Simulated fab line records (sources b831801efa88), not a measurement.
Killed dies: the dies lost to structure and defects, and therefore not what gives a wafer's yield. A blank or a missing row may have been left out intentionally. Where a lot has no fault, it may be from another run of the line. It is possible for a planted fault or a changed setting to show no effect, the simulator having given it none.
Check of tool commonality + flow sky130 + 33 wafers sampled across 11 lots

THE REASON FOR OPENING IT
Of 11 lots, 2 have the reading SPACER_CVD_00_THK flagged at SKY_SPACER_THK_MEAS_01. Fault-free wafers read 43.0 nm, with a standard deviation of 0.39.
Rule: a lot gets a flag if all its wafers with a number sit over 4 standard deviations from that mean, or if no wafer of it has a number. The rest of the lots are taken to be sound.

| lot  | measured     | on           | SPACER_CVD_00_THK (nm), wafer by wafer | flag    |
|------|--------------|--------------|----------------------------------------|---------|
| L729 | day 23 12:00 | filmMetro-04 | 43.2 44.0 43.7                         |         |
| L731 | day 24 11:09 | filmMetro-03 | 43.2 43.5 43.9                         |         |
| L733 | day 25 08:47 | filmMetro-03 | 43.1 42.9 42.9                         |         |
| L735 | day 25 18:58 | filmMetro-03 | 43.2 42.9 43.2                         |         |
| L736 | day 26 10:06 | filmMetro-02 | 42.2 42.3 42.5                         |         |
| L738 | day 26 22:53 | filmMetro-04 | 42.9 42.8 43.1                         |         |
| L739 | day 27 10:12 | filmMetro-04 | 43.1 43.1 43.2                         |         |
| L740 | day 27 18:17 | filmMetro-03 | 43.1 43.3 42.9                         |         |
| L741 | day 28 01:01 | filmMetro-02 | 42.7 42.7 42.4                         |         |
| L742 | day 28 10:04 | filmMetro-02 | 32.3 31.9 32.0                         | FLAGGED |
| L743 | day 28 20:44 | filmMetro-03 | 32.7 32.5 32.3                         | FLAGGED |
On average the flagged lots' numbers are 32.3 nm, which is -10.7 nm against the usual, or -27 standard deviations.

WHICH TOOL RAN EACH LOT
The record holds 1 process step before the reading, out of a route of 708 steps. Every cell lists first the tool, next ch and the chambers used by the sampled wafers, and last the start.
| lot  | flag    | SKY_SPACER_CVD_00           |
|------|---------|-----------------------------|
| L729 |         | lpcvd-02 ch 1, day 23 10:47 |
| L731 |         | lpcvd-02 ch 0, day 24 09:56 |
| L733 |         | lpcvd-02 ch 1, day 25 07:34 |
| L735 |         | lpcvd-02 ch 0, day 25 17:08 |
| L736 |         | lpcvd-02 ch 1, day 26 08:54 |
| L738 |         | lpcvd-02 ch 0, day 26 21:41 |
| L739 |         | lpcvd-02 ch 0, day 27 08:59 |
| L740 |         | lpcvd-02 ch 1, day 27 17:04 |
| L741 |         | lpcvd-02 ch 0, day 27 23:47 |
| L742 | FLAGGED | lpcvd-02 ch 1, day 28 08:50 |
| L743 | FLAGGED | lpcvd-02 ch 1, day 28 19:32 |
These steps, and what they do:
- SKY_SPACER_CVD_00: deposits Si3N4 from DCS/NH3, target thk 43.1 nm, time 740 s.
- SKY_SPACER_THK_MEAS_01

FLAGGED AGAINST TOTAL, ONE TOOL AT A TIME (gauges that did the reading follow at the end)
| step                   | tool         | lots run | flagged | share of the flagged lots | sound lots run after its first flagged lot |
|------------------------|--------------|----------|---------|---------------------------|--------------------------------------------|
| SKY_SPACER_CVD_00      | lpcvd-02     | 11       | 2       | all                       | 0                                          |
| SKY_SPACER_THK_MEAS_01 | filmMetro-02 | 3        | 1       | some                      | 0                                          |
| SKY_SPACER_THK_MEAS_01 | filmMetro-03 | 5        | 1       | some                      | 0                                          |
| SKY_SPACER_THK_MEAS_01 | filmMetro-04 | 3        | 0       | none                      | -                                          |

WHAT THE TABLE ALLOWS
All flagged lots share 1 row of the table, namely lpcvd-02 at SKY_SPACER_CVD_00.
- lpcvd-02 at SKY_SPACER_CVD_00 ran 11 lots, 2 of them flagged. A fault beginning between L741 (day 27 23:47), its last sound lot, and L742 (day 28 08:50), its first flagged one, fits the data.
Just one tool remains: lpcvd-02 at SKY_SPACER_CVD_00.

WHAT HAD BEEN PUT IN BY THE SIMULATOR
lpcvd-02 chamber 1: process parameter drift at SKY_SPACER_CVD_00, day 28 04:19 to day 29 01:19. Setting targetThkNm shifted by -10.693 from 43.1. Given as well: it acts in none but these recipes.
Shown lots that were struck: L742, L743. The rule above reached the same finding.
